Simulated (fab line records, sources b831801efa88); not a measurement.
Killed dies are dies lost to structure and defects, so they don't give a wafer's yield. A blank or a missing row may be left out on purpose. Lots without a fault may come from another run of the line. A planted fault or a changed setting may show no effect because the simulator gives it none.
A struck lot beside a sound one | flow sky130 | 19 steps out of a route of 708
Sound: wafers L942.2, L942.3, L942.6. Struck: wafer L944.3. (L944.2, L944.5 of the same lot were not struck and are left out.) The cause comes at the end.
At each step with rows: each side's tool, then ch and its chambers, then its first start. Under that, the readings that differ: sound wafers | struck wafers | difference of the means | sigmas: that difference in standard deviations of wafers without a fault.
alike: readings whose means differ by less than 2 such deviations, and words and numbers that are the same on both sides. not compared: withheld readings, readings that some wafer has no value for, bounds like >300 that may hide the same value, and numbers for which the record gives no deviation and whose values overlap.
The two part at a step that has a row with sigmas, a row that says differs or no value, or rows on one side only. Numbers that don't overlap but have no deviation are shown without sigmas and don't part them. A reading that every wafer of one side lacks parts them only if that side has two wafers or more.

first, 1 step without rows for these wafers: SKY_METAL1_SPUTTER_00 (material Ti, target thk 15 nm, time 10 s).
SKY_METAL1_SPUTTER_01: material TiN, target thk 20 nm, time 16.7 s.
  sound on pvd_sputter-04, day 34 14:17; struck on pvd_sputter-01, day 35 12:14
  alike: throttle_valve_pct
SKY_METAL1_SPUTTER_02: material AlCu, target thk 250 nm, time 13.3 s.
  sound on pvd_sputter-04, day 34 14:19; struck on pvd_sputter-01, day 35 12:16
  alike: throttle_valve_pct
SKY_METAL1_SPUTTER_03: material Ti, target thk 5 nm, time 3.3 s.
  sound on pvd_sputter-04, day 34 14:20; struck on pvd_sputter-01, day 35 12:17
  alike: throttle_valve_pct
SKY_METAL1_SPUTTER_04: material TiN, target thk 70 nm, time 58.3 s.
  sound on pvd_sputter-04, day 34 14:22; struck on pvd_sputter-01, day 35 12:19
  alike: throttle_valve_pct
SKY_METAL1_RS_MEAS_05: measures by four-point-probe.
  sound on film_metro-03, day 34 14:26; struck on film_metro-04, day 35 12:23
  alike: METAL1_ALCU_RS
SKY_METAL1_THK_MEAS_06: measures by xrf.
  sound on film_metro-03, day 34 14:32; struck on film_metro-04, day 35 12:29
  alike: METAL1_ALCU_THK
then, 5 steps without rows for these wafers: SKY_METAL1_DEHYDRATE_07 (time 60 s); SKY_METAL1_HMDS_08 (prime time 60 s); SKY_METAL1_COAT_09 (resist thk 60 nm); SKY_METAL1_COAT_10 (resist thk 450 nm); SKY_METAL1_SOFTBAKE_11 (time 90 s).
SKY_METAL1_EXPOSE_12: exposes mask MM1, target cd 140 nm.
  sound on krf_scanner-02 ch 0, day 35 03:23; struck on krf_scanner-01 ch 0, day 36 01:01
  alike: mask, exposure_dose_mJ_cm2
then, 2 steps without rows for these wafers: SKY_METAL1_PEB_13; SKY_METAL1_DEVELOP_14 (develop time 60 s).
SKY_METAL1_CD_MEAS_15: target cd 140 nm.
  sound on cd_sem-01, day 35 15:52; struck on cd_sem-02, day 36 13:56
  not compared: cd_nm
SKY_METAL1_OVL_MEAS_16:
  sound on overlay-01, day 35 15:58; struck on overlay-01, day 36 14:02
  not compared: METAL1_OVL
SKY_METAL1_DESCUM_17: chemistry O2, time 8 s.
  sound on rie_metal-02 ch 0, day 35 16:00; struck on rie_metal-01 ch 1, day 36 14:04
  reading                     | sound       | struck | difference | sigmas
  drypump_motor_current_A (A) | 6.9 6.8 6.8 | 5.0    | -1.8       | -2
  alike: oes_product_au
  not compared: rf_hours_counter_h
-- the record jumps here: 12 days lie between the struck wafers' starts before and after (it left off in module METAL1 and takes up again in module PAD_OPEN, whose first step shown is number 708 of the route) --
SKY_PAD_OPEN_PROBE_99:
  the record has rows for the struck wafers here (prober-01, day 48 17:38) and none for the sound ones

WHERE THEY PART
First at SKY_METAL1_DESCUM_17; last, within this record, at SKY_PAD_OPEN_PROBE_99.

WHY: what the simulator had put in
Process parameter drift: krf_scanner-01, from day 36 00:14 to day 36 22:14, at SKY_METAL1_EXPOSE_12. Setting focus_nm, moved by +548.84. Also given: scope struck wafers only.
